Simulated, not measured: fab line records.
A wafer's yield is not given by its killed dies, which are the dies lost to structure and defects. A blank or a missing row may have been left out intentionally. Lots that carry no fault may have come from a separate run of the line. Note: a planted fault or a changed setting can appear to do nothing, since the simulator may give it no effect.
Matching of chambers	flow gf180mcu	GF_V2_CVD_02 on pecvd-02 has 3 sister chambers
The step deposits SiO2 from TEOS, target thk 850 nm, time 94.851 s. 3 wafers are shown with their chamber, then 7 later ones without.

EACH WAFER AND ITS CHAMBER
wafer	chamber	heater-power-w (W)
L219.5	0	542
L224.2	2	558
L224.3	1	664

WAFERS MISSING THEIR CHAMBER
wafer	heater-power-w (W)
L224.6	547
L226.2	481
L226.3	649
L226.4	606
L230.2	676
L230.5	686
L230.6	443

EACH ONE'S CHAMBER
wafer	from the rows above	in truth
L224.6	can't be placed: 0 or 2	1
L226.2	can't be placed: 0 or 2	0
L226.3	can't be placed: 1 or 2 or 0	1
L226.4	can't be placed: 2 or 1 or 0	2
L230.2	1	1
L230.5	1	1
L230.6	can't be placed: 0 or 2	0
Correctly placed: 2 of 7. From these rows, 5 cannot be placed; in 4 the true chamber is one of the candidates. Placed wrongly: 0.
How it was worked out, from the rows above alone: a wafer's distance from a chamber is the root of the sum, over the readings, of the square of ((its reading less the chamber's mean) divided by the reading's scatter). If the next closest chamber is less than 2 further off than the closest, the wafer can't be placed; otherwise it belongs to the closest. For every chamber, the mean is computed from those of its wafers that are shown. The scatter: with one shown wafer a chamber, the root of the mean of the squares of how far each hidden wafer lies from its nearest shown one.
